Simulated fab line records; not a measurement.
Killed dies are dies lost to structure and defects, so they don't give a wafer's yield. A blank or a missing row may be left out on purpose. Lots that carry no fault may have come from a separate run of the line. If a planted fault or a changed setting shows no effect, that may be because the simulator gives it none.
A lot that was struck, set against a sound lot + flow gf180mcu + 16 steps out of a route of 602
Sound: wafers L704.2, L704.3, L704.4. Wafers L717.1, L717.4, L717.5 were the ones struck. The cause is given at the end.
Order at every step that has rows: each side's tool, ch and its chambers, its first start. Under that, the readings that differ: sound wafers + struck wafers + difference of the means + sigmas: that difference in standard deviations of wafers without a fault.
alike: a reading whose means differ by less than 2 such deviations, as well as words and numbers matching on both sides. not compared: withheld readings; readings where some wafer has no value; bounds like >300 that might hide an equal value; numbers whose values overlap and for which the record gives no deviation.
A row with sigmas, a row that says differs or no value, or rows on one side alone: a step with any of these is where the two part. When numbers do not overlap yet have no deviation, they are printed without sigmas and do not part them. A reading missing from all wafers of one side parts the sides only when that side holds two or more wafers.

GF_TOP_METAL_SPUTTER_04: material TiN, target thk 25 nm, time 20.8 s.
  sound: pvd-sputter-02 at day 28 15:43; struck: pvd-sputter-04 at day 32 04:34
  alike: throttle-valve-pct
GF_TOP_METAL_RS_MEAS_05: measures by four-point-probe.
  sound: film-metro-03 at day 28 15:46; struck: film-metro-03 at day 32 04:36
  alike: TOP_METAL_ALCU_RS
GF_TOP_METAL_THK_MEAS_06: measures by xrf.
  sound: film-metro-03 at day 28 15:52; struck: film-metro-03 at day 32 04:43
  alike: TOP_METAL_ALCU_THK
then, 7 steps without rows for these wafers: GF_TOP_METAL_DEHYDRATE_07 (time 60 s); GF_TOP_METAL_HMDS_08 (prime time 60 s); GF_TOP_METAL_COAT_09 (resist thk 1500 nm); GF_TOP_METAL_SOFTBAKE_10 (time 60 s); GF_TOP_METAL_EXPOSE_11 (exposes mask MetalTop, target cd 440 nm); GF_TOP_METAL_PEB_12; GF_TOP_METAL_DEVELOP_13 (develop time 61.4 s).
GF_TOP_METAL_CD_MEAS_14: the cd target is 440 nm.
  sound: cd-sem-01 at day 29 09:22; struck: cd-sem-01 at day 32 20:11
  alike: cd-nm
GF_TOP_METAL_OVL_MEAS_15:
  sound: overlay-01 at day 29 09:28; struck: overlay-01 at day 32 20:19
  alike: TOP_METAL_OVL
GF_TOP_METAL_METAL_ETCH_16: etches the open film in Cl2/BCl3, stops on SiO2, target depth 1077.5 nm, time 179.6 s.
  sound on rie-metal-02 ch 0, day 29 09:33; struck on rie-metal-04 ch 0, day 32 20:20
| reading                                        | sound                | struck               | difference | sigmas |
|------------------------------------------------|----------------------|----------------------|------------|--------|
| oes-product-au (a.u.)                          | 0.958 0.959 0.958    | 0.916 0.921 0.915    | -0.041     | -6     |
| rf-fwd-power-W (W)                             | 799.1 794.3 795.3    | 667.4 668.4 668.3    | -128.2     | -49    |
| throttle-valve-pct (%)                         | 28.270 28.273 28.266 | 28.302 28.302 28.305 | +0.033     | +3     |
| model.etch.depth-nm (nm)                       | 1009 1003 1011       | 937.2 936.2 932.8    | -72.3      |        |
| model.TOP_METAL.feature-depth-nm (nm)          | 1009 1003 1011       | 937.2 936.2 932.8    | -72.3      |        |
| model.NOVOLAK_of_TOP_METAL_COAT_09.thk-nm (nm) | 1069 1082 1072       | 1137 1134 1132       | +60        |        |
  alike: chamber-pressure-mTorr, drypump-motor-current-A
  not compared: rf-hours-counter-h
GF_TOP_METAL_STRIP_17: strips in O2/N2.
  sound on plasma-asher-04 ch 0,1, day 29 09:50; struck on plasma-asher-01 ch 0,1, day 32 20:31
| reading                      | sound             | struck            | difference | sigmas |
|------------------------------|-------------------|-------------------|------------|--------|
| strip-time-to-endpoint-s (s) | 13.44 13.59 13.48 | 14.25 14.21 14.17 | +0.71      | +12    |
  alike: chamber-pressure-mTorr, drypump-motor-current-A, heater-power-w, oes-product-au
  not compared: rf-hours-counter-h
then, 1 step without rows for these wafers: GF_TOP_METAL_STRIP_18 (strips in post etch residue remover, time 1200 s).
GF_PASSIVATION_PROBE_99:
  sound: prober-01 at day 30 07:17; struck: prober-02 at day 33 15:08
| reading                                       | sound | struck | difference | sigmas |
|-----------------------------------------------|-------|--------|------------|--------|
| model.etest.diode-nwell-sub.over-limit        | 0 0 0 | 1 1 1  | +1         |        |
| model.etest.diode-dnwell-sub.over-limit       | 0 0 0 | 1 1 1  | +1         |        |
| model.etest.nplus-sal.short                   | 0 0 0 | 1 1 1  | +1         |        |
| model.etest.via4-chain.short                  | 0 0 0 | 1 1 1  | +1         |        |
| model.etest.gate-to-diffusion-comb.over-limit | 0 0 0 | 1 1 1  | +1         |        |
| model.etest.diode_pplus_nwell_6v.over-limit   | 0 0 0 | 1 1 1  | +1         |        |
| model.etest.via3-chain.short                  | 0 0 0 | 1 1 1  | +1         |        |
| model.etest.contact-nplus.short               | 0 0 0 | 1 1 1  | +1         |        |

## WHERE THEY PART
At GF_TOP_METAL_METAL_ETCH_16 first; at GF_TOP_METAL_STRIP_17 last (within this record only).

WHY: the cause the simulator had injected
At GF_TOP_METAL_METAL_ETCH_16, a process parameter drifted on rie-metal-04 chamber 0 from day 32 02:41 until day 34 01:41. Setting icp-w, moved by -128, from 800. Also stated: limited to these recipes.
